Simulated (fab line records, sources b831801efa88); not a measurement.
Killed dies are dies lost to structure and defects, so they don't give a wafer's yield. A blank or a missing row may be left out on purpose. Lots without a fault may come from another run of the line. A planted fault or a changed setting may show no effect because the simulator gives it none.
Chamber matching | flow gf180mcu | GF_V3_ETCH_16 on rie_diel-04: 4 sister chambers
The step etches BARC in N2/H2. 8 wafers are shown with their chamber, then 9 later ones without.

WAFERS WITH THEIR CHAMBER
wafer  | chamber | drypump_motor_current_A (A) | throttle_valve_pct (%)
L083.1 | 3       | 5.8                         | 13.223
L083.5 | 1       | 5.8                         | 13.215
L086.3 | 2       | 6.2                         | 13.229
L086.4 | 3       | 5.8                         | 13.230
L086.5 | 0       | 5.4                         | 13.234
L090.2 | 1       | 5.7                         | 13.209
L090.4 | 0       | 5.4                         | 13.225
L090.5 | 2       | 6.2                         | 13.217

WAFERS WITHOUT THEIR CHAMBER
wafer  | drypump_motor_current_A (A) | throttle_valve_pct (%)
L093.1 | 5.7                         | 13.221
L093.2 | 5.4                         | 13.232
L093.3 | 6.2                         | 13.225
L094.3 | 5.7                         | 13.221
L094.5 | 6.2                         | 13.220
L094.6 | 5.8                         | 13.234
L097.1 | 5.7                         | 13.239
L097.3 | 5.4                         | 13.232
L097.5 | 5.8                         | 13.227

WHICH CHAMBER EACH WENT THROUGH
wafer  | from the rows above     | in truth
L093.1 | can't be placed: 1 or 3 | 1
L093.2 | 0                       | 0
L093.3 | 2                       | 2
L094.3 | can't be placed: 1 or 3 | 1
L094.5 | 2                       | 2
L094.6 | 3                       | 3
L097.1 | can't be placed: 3 or 1 | 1
L097.3 | 0                       | 0
L097.5 | 3                       | 3
Placed correctly: 6 of 9. Can't be placed from these rows: 3 (the true chamber is among the candidates in 3). Placed wrongly: 0.
How it was worked out, from the rows above alone: a wafer's distance from a chamber is the root of the sum, over the readings, of the square of ((its reading less the chamber's mean) divided by the reading's scatter). The wafer belongs to the nearest chamber; if the next one is less than 2 further off, it can't be placed. A chamber's mean is the mean of its shown wafers. The scatter: the root of (the sum of the squares of (reading less its chamber's mean) over the shown wafers, divided by (wafers less chambers)).
